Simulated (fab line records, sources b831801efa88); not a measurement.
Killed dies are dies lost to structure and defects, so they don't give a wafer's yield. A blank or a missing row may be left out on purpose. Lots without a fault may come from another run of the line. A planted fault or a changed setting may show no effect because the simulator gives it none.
A struck lot beside a sound one | flow sky130 | 34 steps out of a route of 708
Sound: wafers L940.1, L940.2, L940.3. Struck: wafers L951.1, L951.5, L951.6. The cause comes at the end.
At each step with rows: each side's tool, then ch and its chambers, then its first start. Under that, the readings that differ: sound wafers | struck wafers | difference of the means | sigmas: that difference in standard deviations of wafers without a fault.
alike: readings whose means differ by less than 2 such deviations, and words and numbers that are the same on both sides. not compared: withheld readings, readings that some wafer has no value for, bounds like >300 that may hide the same value, and numbers for which the record gives no deviation and whose values overlap.
The two part at a step that has a row with sigmas, a row that says differs or no value, or rows on one side only. Numbers that don't overlap but have no deviation are shown without sigmas and don't part them. A reading that every wafer of one side lacks parts them only if that side has two wafers or more.

first, 4 steps without rows for these wafers: SKY_PWDE_SOFTBAKE_03; SKY_PWDE_EXPOSE_04 (exposes mask PWDEM, target cd 840 nm); SKY_PWDE_PEB_05; SKY_PWDE_DEVELOP_06 (develop time 60 s).
SKY_PWDE_OVL_MEAS_07:
  sound on overlay-02, day 4 17:02; struck on overlay-01, day 7 11:23
  reading       | sound         | struck      | difference | sigmas
  PWDE_OVL (nm) | -1.0 0.4 -0.5 | 3.3 1.8 3.1 | +3.1       | +2
then, 1 step without rows for these wafers: SKY_PWDE_IMPLANT_08.
SKY_PWDE_STRIP_09: strips in O2/N2.
  sound on plasma_asher-03 ch 0,1, day 4 17:13; struck on plasma_asher-04 ch 0,1, day 7 11:35
  alike: drypump_motor_current_A, oes_product_au, strip_time_to_endpoint_s
  not compared: rf_hours_counter_h
SKY_PWDE_TW_MEAS_10:
  sound on film_metro-01, day 4 17:19; struck on film_metro-01, day 7 11:41
  alike: PWDE_TW
then, 4 steps without rows for these wafers: SKY_NWELL_DEHYDRATE_03 (time 60 s); SKY_NWELL_HMDS_04 (prime time 60 s); SKY_NWELL_COAT_05 (resist thk 3000 nm); SKY_NWELL_SOFTBAKE_06.
SKY_NWELL_EXPOSE_07: exposes mask NWM, target cd 840 nm.
  sound on iline_stepper-02 ch 0, day 5 01:19; struck on iline_stepper-02 ch 0, day 7 21:04
  reading | sound             | struck                                             | difference | sigmas
  mask    | NWM#0 NWM#0 NWM#0 | NWM_COMPLEMENT#0 NWM_COMPLEMENT#0 NWM_COMPLEMENT#0 | differs    |
then, 2 steps without rows for these wafers: SKY_NWELL_PEB_08; SKY_NWELL_DEVELOP_09 (develop time 60 s).
SKY_NWELL_OVL_MEAS_10:
  sound on overlay-02, day 5 09:26; struck on overlay-02, day 8 07:41
  reading           | sound         | struck | difference                    | sigmas
  NWELL_00_OVL (nm) | 0.0 -1.1 -1.7 | - - -  | no value on the struck wafers |
then, 3 steps without rows for these wafers: SKY_NWELL_IMPLANT_11; SKY_NWELL_IMPLANT_12; SKY_NWELL_IMPLANT_13.
SKY_NWELL_STRIP_14: strips in O2/N2.
  sound on plasma_asher-04 ch 0,1, day 5 09:55; struck on plasma_asher-01 ch 0,1, day 8 08:11
  alike: drypump_motor_current_A, oes_product_au, strip_time_to_endpoint_s
  not compared: rf_hours_counter_h
SKY_NWELL_TW_MEAS_15:
  sound on film_metro-02, day 5 10:01; struck on film_metro-02, day 8 08:17
  reading  | sound          | struck   | difference | sigmas
  NWELL_TW | 1821 1820 1821 | 30 30 30 | -1791      | -99 or more
then, 7 steps without rows for these wafers: SKY_NWELL_DEHYDRATE_16 (time 60 s); SKY_NWELL_HMDS_17 (prime time 60 s); SKY_NWELL_COAT_18 (resist thk 3000 nm); SKY_NWELL_SOFTBAKE_19; SKY_NWELL_EXPOSE_20 (exposes mask NWM COMPLEMENT, target cd 840 nm); SKY_NWELL_PEB_21; SKY_NWELL_DEVELOP_22 (develop time 60 s).
SKY_NWELL_OVL_MEAS_23:
  sound on overlay-02, day 6 04:05; struck on overlay-02, day 9 05:29
  alike: NWELL_01_OVL
then, 1 step without rows for these wafers: SKY_NWELL_IMPLANT_24.
SKY_NWELL_STRIP_25: strips in O2/N2.
  sound on plasma_asher-02 ch 0,1, day 6 04:17; struck on plasma_asher-01 ch 0,1, day 9 05:40
  alike: drypump_motor_current_A, oes_product_au, strip_time_to_endpoint_s
  not compared: rf_hours_counter_h
SKY_NWELL_TW_MEAS_26:
  sound on film_metro-02, day 6 04:23; struck on film_metro-01, day 9 05:46
  reading    | sound             | struck               | difference | sigmas
  NWELL_2_TW | 500.6 501.4 502.2 | 1824.2 1832.3 1837.9 | +1330.1    | +99 or more
then, 1 step without rows for these wafers: SKY_NWELL_CLEAN_27 (cleans in SC1/SC2, time 150 s).
-- the record jumps here: 40 days lie between the struck wafers' starts before and after (it left off in module NWELL and takes up again in module PAD_OPEN, whose first step shown is number 708 of the route) --
SKY_PAD_OPEN_PROBE_99:
  sound on prober-01, day 46 14:44; struck on prober-01, day 49 10:42
  reading             | sound    | struck      | difference | sigmas
  killed_at_front_end | 11 17 9  | 417 412 428 | +407       | +90
  killed_dies         | 78 75 87 | 492 492 492 | +412       | +43
  killed_on_rim       | 15 14 19 | 96 96 96    | +80        | +21
  alike: killed_at_M0_to_M3, killed_at_M4_up, killed_at_contacts, killed_at_other, killed_open, killed_short

WHERE THEY PART
First at SKY_PWDE_OVL_MEAS_07; last, within this record, at SKY_PAD_OPEN_PROBE_99.

WHY: what the simulator had put in
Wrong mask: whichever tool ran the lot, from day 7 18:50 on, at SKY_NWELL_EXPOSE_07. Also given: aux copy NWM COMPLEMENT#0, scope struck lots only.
